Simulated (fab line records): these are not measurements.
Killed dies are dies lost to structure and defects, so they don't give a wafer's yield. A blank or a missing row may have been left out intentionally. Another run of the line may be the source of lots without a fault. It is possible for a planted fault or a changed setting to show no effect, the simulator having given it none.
fab line records ; flow sky130
record lots=6; wafers=18; last-day=50
route steps=708 shown PWDE@46 NWELL@56 PAD_OPEN@708
lots that met no fault: from a run of the same line without faults
start-h: start of the lot's first displayed wafer, in hours after the record's first day ; wait-h: how many hours have passed since the lot's step before this one ; " the same as in the row above ; L1.1+2: a single row standing in for several wafers ; - no value present, or no start provided ; * or withheld: withheld ; < > ~ a bound
route shown NAME@n: NAME is a module with steps in the file, n the number in the route of the first one ; usual: average and standard deviation across the fault-free wafers ; same: alike in all rows ; chamber/n: place in a boat ; sites: readings site by site ; _std_site: how widely they spread, as a standard deviation ; _edge_site: outer sites' mean less inner sites' ; radius-mm: how far each site lies from the wafer's centre ; mask NAME#n: copy n ; behind: the last tool/chamber to shape the wafer ; hold: why the lot went on hold/how many hours it stayed there/how the hold came to an end ; device: the transistor (n, p or np) that didn't switch ; end of line: at the end of the route, the tests of the same wafers ; a step without rows: its recipe alone ; killed: at the first sort, the dies lost to defects and structure; wafer yield is something else ; map: a wafer's dies, x killed, . not, _ none there
set.NAME: setting as actually run; set.NAME@STEP: the setting as run at that earlier step ; model.NAME: the simulator's own value behind a step, which no gauge read
a table for each step, a row for each wafer; lots at some steps of the route
services: a tool's chamber out of use, with start hour (start-h, from the record's first day; less than 0 if before it), hours out, and reason
## steps
# step SKY_PWDE_HMDS_01
# recipe prime-time-s=60; prime-temp-c=120
# step SKY_PWDE_COAT_02
# recipe spin-rpm=2000; resist-thk-nm=3000
# step SKY_PWDE_SOFTBAKE_03
# recipe temp-c=110; time-s=withheld
# step SKY_PWDE_EXPOSE_04
# recipe mask-id=PWDEM; na=0.6; source-shape=conventional; sigma-outer=0.6; polarization=unpolarized; target-cd-nm=840; dose-mj=214
# step SKY_PWDE_PEB_05
# recipe temp-c=115; time-s=withheld
# step SKY_PWDE_DEVELOP_06
# recipe wall-angle-deg=90; developer=TMAH; develop-time-s=60; dev-temp-c=23
# step SKY_PWDE_OVL_MEAS_07
# usual PWDE_OVL=0.4/1.2
lot.wafer;tool;chamber;start-h;wait-h;PWDE_OVL[nm]
L277.1;overlay-02;-;103.83;-;0.3
L277.2;overlay-02;-;103.83;-;1.9
L277.6;overlay-02;-;103.83;-;-1.1
L280.2;overlay-01;-;119.59;-;-1.3
L280.3;overlay-01;-;119.59;-;0.3
L280.4;overlay-01;-;119.59;-;-0.9
L281.1;overlay-02;-;122.30;-;1.9
L281.2;overlay-02;-;122.30;-;1.5
L281.4;overlay-02;-;122.30;-;2.2
L287.1;overlay-02;-;163.58;-;0.7
L287.2;overlay-02;-;163.58;-;1.7
L287.3;overlay-02;-;163.58;-;0.1
L289.2;overlay-02;-;168.54;-;-2.2
L289.4;overlay-02;-;168.54;-;-1.1
L289.6;overlay-02;-;168.54;-;-1.7
L293.2;overlay-02;-;190.19;-;0.2
L293.4;overlay-02;-;190.19;-;-0.8
L293.5;overlay-02;-;190.19;-;0.5
# step SKY_PWDE_IMPLANT_08
# recipe species=B; energy-kev=150; dose-cm2=3.522e+12; tilt-deg=withheld
# step SKY_PWDE_STRIP_09
# recipe chemistry=O2/N2; power-w=1400; pressure-mtorr=1500; platen-temp-c=withheld; o2-flow-sccm=3000; n2-flow-sccm=300; overash-fraction=0.5
# usual drypump-motor-current-A=6.1/0.51; oes-product-au=0.723/0.005; strip-time-to-endpoint-s=37.00/0.1
lot.wafer;tool;chamber;start-h;wait-h;drypump-motor-current-A;oes-product-au;rf-hours-counter-h;strip-time-to-endpoint-s
L277.1;plasma-asher-03;0;104.02;0.1;6.4;0.728;45;37.06
L277.2;plasma-asher-03;1;104.02;0.1;6.4;0.726;45;37.00
L277.6;plasma-asher-03;1;104.02;0.1;6.4;0.730;-;36.92
L280.2;plasma-asher-01;1;119.77;0.1;5.6;0.720;28;36.95
L280.3;plasma-asher-01;1;119.77;0.1;5.6;0.721;-;36.95
L280.4;plasma-asher-01;0;119.77;0.1;6.0;0.725;-;36.99
L281.1;plasma-asher-01;1;122.48;0.1;5.6;0.713;28;36.98
L281.2;plasma-asher-01;0;122.48;0.1;5.9;0.720;28;36.97
L281.4;plasma-asher-01;0;122.48;0.1;5.9;0.717;-;36.93
L287.1;plasma-asher-04;1;163.77;0.1;6.7;0.719;49;36.99
L287.2;plasma-asher-04;0;163.77;0.1;5.4;0.729;49;37.04
L287.3;plasma-asher-04;1;163.77;0.1;6.7;0.720;-;36.98
L289.2;plasma-asher-03;1;168.72;0.1;6.4;0.732;51;36.96
L289.4;plasma-asher-03;1;168.72;0.1;6.4;0.720;-;37.12
L289.6;plasma-asher-03;1;168.72;0.1;6.4;0.720;-;37.09
L293.2;plasma-asher-04;0;190.37;0.1;5.4;0.720;51;37.20
L293.4;plasma-asher-04;0;190.37;0.1;5.4;0.733;-;37.10
L293.5;plasma-asher-04;1;190.37;0.1;6.7;0.732;-;37.08
# step SKY_PWDE_TW_MEAS_10
# usual PWDE_TW=368.5/2.4
lot.wafer;tool;chamber;start-h;wait-h;PWDE_TW
L277.1;film-metro-01;-;104.12;0.1;364.9
L277.2;film-metro-01;-;104.12;0.1;367.0
L277.6;film-metro-01;-;104.12;0.1;367.3
L280.2;film-metro-03;-;119.88;0.1;368.7
L280.3;film-metro-03;-;119.88;0.1;365.6
L280.4;film-metro-03;-;119.88;0.1;366.3
L281.1;film-metro-03;-;122.58;0.1;369.3
L281.2;film-metro-03;-;122.58;0.1;370.4
L281.4;film-metro-03;-;122.58;0.1;370.3
L287.1;film-metro-03;-;163.87;0.1;370.3
L287.2;film-metro-03;-;163.87;0.1;370.7
L287.3;film-metro-03;-;163.87;0.1;372.0
L289.2;film-metro-03;-;168.83;0.1;373.6
L289.4;film-metro-03;-;168.83;0.1;370.0
L289.6;film-metro-03;-;168.83;0.1;373.8
L293.2;film-metro-03;-;190.48;0.1;371.7
L293.4;film-metro-03;-;190.48;0.1;369.8
L293.5;film-metro-03;-;190.48;0.1;369.6
# step SKY_NWELL_DEHYDRATE_03
# recipe temp-c=200; time-s=60
# step SKY_NWELL_HMDS_04
# recipe prime-time-s=60; prime-temp-c=120
# step SKY_NWELL_COAT_05
# recipe spin-rpm=2000; resist-thk-nm=3000
# usual exhaust-pa=45.0/0.93
lot.wafer;tool;chamber;start-h;wait-h;exhaust-pa;model.coat_of_NWELL_COAT_05.thk-nm
L277.1;litho-track-04;0;113.04;0.1;44.0;3007
L277.2;litho-track-04;0;113.04;0.1;44.2;3006
L277.6;litho-track-04;0;113.04;0.1;44.8;3014
L280.2;litho-track-01;0;128.76;0.1;45.3;3002
L280.3;litho-track-01;0;128.76;0.1;45.0;3006
L280.4;litho-track-01;0;128.76;0.1;45.2;2999
L281.1;litho-track-02;0;131.80;0.1;45.6;3026
L281.2;litho-track-02;0;131.80;0.1;45.9;3024
L281.4;litho-track-02;0;131.80;0.1;44.6;3018
L287.1;litho-track-02;0;173.20;0.1;46.0;1614
L287.2;litho-track-02;0;173.20;0.1;46.6;1611
L287.3;litho-track-02;0;173.20;0.1;45.7;1610
L289.2;litho-track-02;0;177.82;0.1;46.1;1620
L289.4;litho-track-02;0;177.82;0.1;45.3;1619
L289.6;litho-track-02;0;177.82;0.1;44.1;1625
L293.2;litho-track-01;0;200.51;0.1;44.7;3004
L293.4;litho-track-01;0;200.51;0.1;45.2;3003
L293.5;litho-track-01;0;200.51;0.1;45.4;2998
# step SKY_NWELL_SOFTBAKE_06
# recipe temp-c=110; time-s=withheld
# step SKY_NWELL_EXPOSE_07
# recipe mask-id=NWM; na=0.6; source-shape=conventional; sigma-outer=0.6; polarization=unpolarized; target-cd-nm=840; dose-mj=255
# step SKY_NWELL_PEB_08
# recipe temp-c=115; time-s=withheld
# step SKY_NWELL_DEVELOP_09
# recipe wall-angle-deg=90; developer=TMAH; develop-time-s=60; dev-temp-c=23
# usual exhaust-pa=44.7/0.87
lot.wafer;tool;chamber;start-h;wait-h;exhaust-pa;model.coat_of_NWELL_COAT_05.thk-nm
L277.1;litho-track-04;0;-;-;45.2;3003
L277.2;litho-track-04;0;-;-;44.5;3002
L277.6;litho-track-04;0;-;-;44.8;3010
L280.2;litho-track-01;0;-;-;44.4;2998
L280.3;litho-track-01;0;-;-;43.0;3001
L280.4;litho-track-01;0;-;-;42.5;2995
L281.1;litho-track-01;0;-;-;44.0;3022
L281.2;litho-track-01;0;-;-;44.3;3020
L281.4;litho-track-01;0;-;-;45.6;3014
L287.1;litho-track-04;0;-;-;41.9;1610
L287.2;litho-track-04;0;-;-;44.5;1607
L287.3;litho-track-04;0;-;-;43.5;1606
L289.2;litho-track-01;0;-;-;46.2;1616
L289.4;litho-track-01;0;-;-;45.3;1615
L289.6;litho-track-01;0;-;-;44.5;1620
L293.2;litho-track-02;0;-;-;45.3;3000
L293.4;litho-track-02;0;-;-;44.7;2999
L293.5;litho-track-02;0;-;-;45.1;2994
# step SKY_NWELL_OVL_MEAS_10
# usual NWELL_00_OVL=0.3/1.5
lot.wafer;tool;chamber;start-h;wait-h;NWELL_00_OVL[nm]
L277.1;overlay-01;-;122.19;-;0.4
L277.2;overlay-01;-;122.19;-;0.2
L277.6;overlay-01;-;122.19;-;-0.7
L280.2;overlay-01;-;138.24;-;-0.3
L280.3;overlay-01;-;138.24;-;1.5
L280.4;overlay-01;-;138.24;-;0.8
L281.1;overlay-01;-;141.63;-;1.2
L281.2;overlay-01;-;141.63;-;1.9
L281.4;overlay-01;-;141.63;-;1.2
L287.1;overlay-02;-;184.14;-;-1.8
L287.2;overlay-02;-;184.14;-;0.6
L287.3;overlay-02;-;184.14;-;-1.1
L289.2;overlay-02;-;188.14;-;-3.0
L289.4;overlay-02;-;188.14;-;1.2
L289.6;overlay-02;-;188.14;-;-3.2
L293.2;overlay-02;-;212.10;-;-2.8
L293.4;overlay-02;-;212.10;-;-3.4
L293.5;overlay-02;-;212.10;-;-2.4
# step SKY_NWELL_IMPLANT_11
# recipe species=P; energy-kev=400; dose-cm2=1.9e+13; tilt-deg=withheld
# step SKY_NWELL_IMPLANT_12
# recipe species=P; energy-kev=120; dose-cm2=1.3e+12; tilt-deg=withheld
# step SKY_NWELL_IMPLANT_13
# recipe species=P; energy-kev=50; dose-cm2=7e+11; tilt-deg=withheld
# step SKY_NWELL_STRIP_14
# recipe chemistry=O2/N2; power-w=1400; pressure-mtorr=1500; platen-temp-c=withheld; o2-flow-sccm=3000; n2-flow-sccm=300; overash-fraction=0.5
# usual drypump-motor-current-A=6.1/0.36; oes-product-au=0.723/0.004; strip-time-to-endpoint-s=36.97/0.11
lot.wafer;tool;chamber;start-h;wait-h;drypump-motor-current-A;oes-product-au;rf-hours-counter-h;strip-time-to-endpoint-s
L277.1;plasma-asher-03;0;122.67;0.1;6.4;0.718;47;37.00
L277.2;plasma-asher-03;1;122.67;0.1;6.4;0.721;47;36.97
L277.6;plasma-asher-03;0;122.67;0.1;6.4;0.720;-;37.08
L280.2;plasma-asher-01;0;138.72;0.1;6.0;0.726;29;36.95
L280.3;plasma-asher-01;1;138.72;0.1;5.6;0.725;-;36.98
L280.4;plasma-asher-01;0;138.72;0.1;6.0;0.722;-;36.90
L281.1;plasma-asher-03;1;142.12;0.1;6.4;0.715;49;37.22
L281.2;plasma-asher-03;0;142.12;0.1;6.4;0.718;49;37.20
L281.4;plasma-asher-03;1;142.12;0.1;6.4;0.732;-;37.13
L287.1;plasma-asher-03;1;184.62;0.1;6.4;0.720;53;20.81
L287.2;plasma-asher-03;0;184.62;0.1;6.4;0.714;53;20.77
L287.3;plasma-asher-03;0;184.62;0.1;6.4;0.710;-;20.76
L289.2;plasma-asher-02;0;188.62;0.1;5.5;0.713;6;20.88
L289.4;plasma-asher-02;1;188.62;0.1;5.9;0.718;-;20.85
L289.6;plasma-asher-02;1;188.62;0.1;6.0;0.721;-;20.94
L293.2;plasma-asher-03;1;212.58;0.1;6.4;0.723;56;36.96
L293.4;plasma-asher-03;1;212.58;0.1;6.4;0.716;-;36.95
L293.5;plasma-asher-03;0;212.58;0.1;6.4;0.722;-;36.88
# step SKY_NWELL_TW_MEAS_15
# usual NWELL_TW=1804/13
lot.wafer;tool;chamber;start-h;wait-h;NWELL_TW
L277.1;film-metro-02;-;122.77;0.1;1822
L277.2;film-metro-02;-;122.77;0.1;1815
L277.6;film-metro-02;-;122.77;0.1;1821
L280.2;film-metro-01;-;138.83;0.1;1787
L280.3;film-metro-01;-;138.83;0.1;1775
L280.4;film-metro-01;-;138.83;0.1;1782
L281.1;film-metro-02;-;142.22;0.1;1810
L281.2;film-metro-02;-;142.22;0.1;1807
L281.4;film-metro-02;-;142.22;0.1;1801
L287.1;film-metro-03;-;184.72;0.1;1806
L287.2;film-metro-03;-;184.72;0.1;1817
L287.3;film-metro-03;-;184.72;0.1;1814
L289.2;film-metro-03;-;188.73;0.1;1813
L289.4;film-metro-03;-;188.73;0.1;1804
L289.6;film-metro-03;-;188.73;0.1;1817
L293.2;film-metro-02;-;212.69;0.1;1817
L293.4;film-metro-02;-;212.69;0.1;1814
L293.5;film-metro-02;-;212.69;0.1;1823
# step SKY_PAD_OPEN_PROBE_99
lot.wafer;tool;chamber;start-h;wait-h;hold;model.etest.pfet_16v.r-on-ohm-um;model.etest.nfet_16v.r-on-ohm-um;model.etest.res-nwell.line-ohm-um;model.etest.res-nwell.width-nm;model.etest.res-iso-pwell.width-nm;model.etest.pfet_16v.drive-ua-um;model.etest.iso-nwell-nwell.leak-log10-a-um
L277.1;prober-02;-;1112.06;0.1;-;1.557e+04;1.384e+04;1252;821.1;2658;235.9;-13.93
L277.2;prober-02;-;1112.11;0.1;-;1.538e+04;1.382e+04;1234;825.1;2660;240.2;-13.93
L277.6;prober-02;-;1112.31;0.2;-;1.518e+04;1.36e+04;1226;819.5;2667;238.3;-14.05
L280.2;prober-01;-;1128.24;0.1;-;1.517e+04;1.457e+04;1080;838.6;2666;243;-13.35
L280.3;prober-01;-;1128.29;0.2;-;1.511e+04;1.474e+04;1064;837.8;2658;243;-13.31
L280.4;prober-01;-;1128.34;0.2;-;1.504e+04;1.451e+04;1074;835.3;2652;244;-13.23
L281.1;prober-02;-;1133.27;0.1;-;1.512e+04;1.362e+04;1262;822.6;2657;240.8;-14.03
L281.2;prober-02;-;1133.32;0.1;-;1.507e+04;1.368e+04;1253;820.1;2668;241.3;-13.93
L281.4;prober-02;-;1133.42;0.2;-;1.528e+04;1.385e+04;1286;818.6;2661;237.9;-13.99
L287.1;prober-02;-;1170.60;0.1;await-dispo/2.6h/release;1.593e+04;1.371e+04;945.4;955.9;2580;229.4;-12.21
L287.2;prober-02;-;1170.65;0.1;await-dispo/2.6h/release;1.588e+04;1.378e+04;960.7;951.2;2573;228.7;-12.45
L287.3;prober-02;-;1170.70;0.2;await-dispo/2.6h/release;1.615e+04;1.37e+04;956.4;952;2569;227.1;-12.12
L289.2;prober-02;-;1174.86;0.1;await-dispo/2.2h/release;1.584e+04;1.364e+04;1043;938.1;2595;229.5;-13.22
L289.4;prober-02;-;1174.96;0.2;await-dispo/2.2h/release;1.58e+04;1.349e+04;1044;938.2;2600;230.4;-13.41
L289.6;prober-02;-;1175.06;0.2;await-dispo/2.2h/release;1.577e+04;1.355e+04;1019;940.2;2601;229.2;-13.52
L293.2;prober-01;-;1193.39;0.1;-;1.498e+04;1.419e+04;1112;837.1;2669;251.7;-13.65
L293.4;prober-01;-;1193.49;0.2;-;1.51e+04;1.419e+04;1125;838.7;2648;247.8;-13.58
L293.5;prober-01;-;1193.54;0.2;-;1.488e+04;1.398e+04;1101;840.1;2654;249;-13.71
# killed by level:class
L277.1 CONTACT:geometric-particle:open=14 VIA2:geometric-particle:open=9 METAL1:geometric-particle:short=8 LI_CONTACT:geometric-particle:open=5 VIA1:geometric-particle:open=5 POLY_GATE:geometric-particle:short=4 POLY_GATE:geometric-particle:open=4 LI_CONTACT:geometric-particle:short=4
L277.2 VIA1:geometric-particle:open=13 CONTACT:geometric-particle:open=11 VIA2:geometric-particle:open=9 VIA3:geometric-particle:open=7 FIELD_ISO:geometric-particle:open=6 LI_CONTACT:geometric-particle:open=6 VIA1:geometric-particle:short=6 FIELD_ISO:geometric-particle:short=5
L277.6 VIA1:geometric-particle:open=9 CONTACT:geometric-particle:short=7 VIA1:geometric-particle:short=6 LI_CONTACT:geometric-particle:short=6 LI_CONTACT:geometric-particle:open=6 LOCAL_INTERCONNECT:geometric-particle:short=6 VIA2:geometric-particle:open=6 CONTACT:geometric-particle:open=5
L280.2 VIA1:geometric-particle:open=11 LI_CONTACT:geometric-particle:open=9 CONTACT:geometric-particle:open=9 METAL2:geometric-particle:short=9 VIA2:geometric-particle:open=8 CONTACT:geometric-particle:short=7 VIA1:geometric-particle:short=6 METAL1:geometric-particle:short=6
L280.3 VIA1:geometric-particle:open=11 CONTACT:geometric-particle:open=10 VIA3:geometric-particle:open=10 CONTACT:geometric-particle:short=9 LI_CONTACT:geometric-particle:open=8 LI_CONTACT:geometric-particle:short=5 VIA3:geometric-particle:short=5 METAL3:geometric-particle:short=4
L280.4 VIA1:geometric-particle:open=13 CONTACT:geometric-particle:open=10 METAL2:geometric-particle:short=9 CONTACT:geometric-particle:short=7 VIA1:geometric-particle:short=6 LI_CONTACT:geometric-particle:open=5 FIELD_ISO:geometric-particle:short=4 FIELD_ISO:geometric-particle:open=4
L281.1 VIA1:geometric-particle:open=11 CONTACT:geometric-particle:open=9 VIA3:geometric-particle:open=8 VIA2:geometric-particle:open=7 LI_CONTACT:geometric-particle:open=6 METAL2:geometric-particle:short=6 VIA1:geometric-particle:short=5 METAL3:geometric-particle:short=4
L281.2 CONTACT:geometric-particle:open=10 LI_CONTACT:geometric-particle:open=7 VIA1:geometric-particle:open=7 VIA2:geometric-particle:open=6 LOCAL_INTERCONNECT:geometric-particle:short=5 FIELD_ISO:geometric-particle:short=4 LI_CONTACT:geometric-particle:short=4 METAL1:geometric-particle:short=4
L281.4 CONTACT:geometric-particle:open=12 METAL1:geometric-particle:short=10 VIA3:geometric-particle:open=8 LI_CONTACT:geometric-particle:open=6 VIA1:geometric-particle:short=6 FIELD_ISO:geometric-particle:open=4 POLY_GATE:geometric-particle:short=4 LOCAL_INTERCONNECT:geometric-particle:short=4
L293.2 CONTACT:geometric-particle:open=14 VIA1:geometric-particle:open=13 METAL2:geometric-particle:short=8 CONTACT:geometric-particle:short=7 METAL1:geometric-particle:short=7 VIA2:geometric-particle:open=7 LI_CONTACT:geometric-particle:open=6 METAL3:geometric-particle:short=5
L293.4 CONTACT:geometric-particle:open=10 CONTACT:geometric-particle:short=9 VIA1:geometric-particle:open=9 VIA2:geometric-particle:open=9 VIA2:geometric-particle:short=8 LI_CONTACT:geometric-particle:open=7 METAL1:geometric-particle:short=6 METAL2:geometric-particle:short=5
L293.5 VIA1:geometric-particle:open=13 CONTACT:geometric-particle:open=7 METAL2:geometric-particle:short=7 LI_CONTACT:geometric-particle:open=6 VIA2:geometric-particle:open=6 METAL1:geometric-particle:short=5 FIELD_ISO:geometric-particle:short=3 FIELD_ISO:geometric-particle:open=3
# map L281.1 (x killed, . not)
__________.xx...x..._________
________.......x...xx._______
______.......x..xx..x..._____
_____..x.................____
____...................x..___
___...x.x.......x..........__
__...x....x...x....x......x._
_............x.x........x.x..
_.........x......x...........
_...x...xx...x.x.........x...
_..x....xx............x...x.x
_.x..x.x...xx................
_..xx..........x.....xx.....x
_.............x..........x...
_.......x...x.xx..........x..
__x....x.....x.............x_
___..........xxx.x...xx..x.__
____..x.x...x.....x.....x.___
_____.x...x...x.x........____
______.....x....x....x.x_____
________x.......x....._______
__________.......x.x_________
# map L293.2 (x killed, . not)
__________.........._________
________..x..........._______
______........x......x.._____
_____....x....xx.x.....x.____
____.........x........x...___
___..x.x....x....xx...x....__
__..x...x...xx..x.....x.x..._
_...x....xx..xxxx............
_x..x.....x.........xxx.x.x..
_..x..xx..x...x.....xxx...xx.
_.x..................x......x
_......x....xx........x......
_x...x.xx.......x....x.......
_.xx..x....x..xxx.xx..x.x..x.
_.x.....x..x...x..x....xx....
__......x...x...xx....x....._
___..xx.xx..xx......x..x.x.__
____...x................x.___
_____...x.x.......xx...xx____
______..x....x........xx_____
________..........xx.._______
__________.........._________
## services
tool;chamber;start-h;hours;kind
plasma-asher-02;-;108.75;9.0;pm
plasma-asher-02;0;108.75;9.0;vent-cycle
plasma-asher-02;1;108.75;9.0;vent-cycle
plasma-asher-02;0;117.75;-;clean
plasma-asher-02;1;117.75;-;clean
plasma-asher-02;-;142.49;4.2;repair
## key
first-sign step=SKY_NWELL_STRIP_14; reading=strip-time-to-endpoint-s; direction=down; sigmas=99+; usual=*; struck=*
effect step=SKY_PAD_OPEN_PROBE_99; reading=hold; direction=added
model-effect step=SKY_NWELL_COAT_05; value=coat_of_NWELL_COAT_05.thk-nm; without=3006; struck=1617
model-effect step=SKY_NWELL_DEVELOP_09; value=coat_of_NWELL_COAT_05.thk-nm; without=3002; struck=1612
model-effect step=SKY_PAD_OPEN_PROBE_99; value=etest.pfet_16v.r-on-ohm-um; without=1.509e+04; struck=1.589e+04
met-at SKY_NWELL_COAT_05
struck-wafers L287.1,L287.2,L287.3,L289.2,L289.4,L289.6
sort-left-out L287.1,L287.2,L287.3,L289.2,L289.4,L289.6
tester-left-out L287,L289
onset-between 131.80 173.20
fault kind=process-parameter-drift; tool=litho-track-02; chamber=-; onset-h=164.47; steps=SKY_NWELL_COAT_05; channel=resist-thk-nm; offset=-1386.8; shape=step; end-h=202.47; acts-in=these-recipes-only; stated=3000
# tester-left-out: of these lots the tester's yield and bins aren't shown, on N5 and GAA mostly nor the transistor test; their killed dies are dies lost to structure and defects alone, not to doping, threshold or leakage, so they don't give the yield
# sort-left-out: the simulated sort isn't trusted on such a fault, so these wafers' sort isn't shown, and their yield isn't known
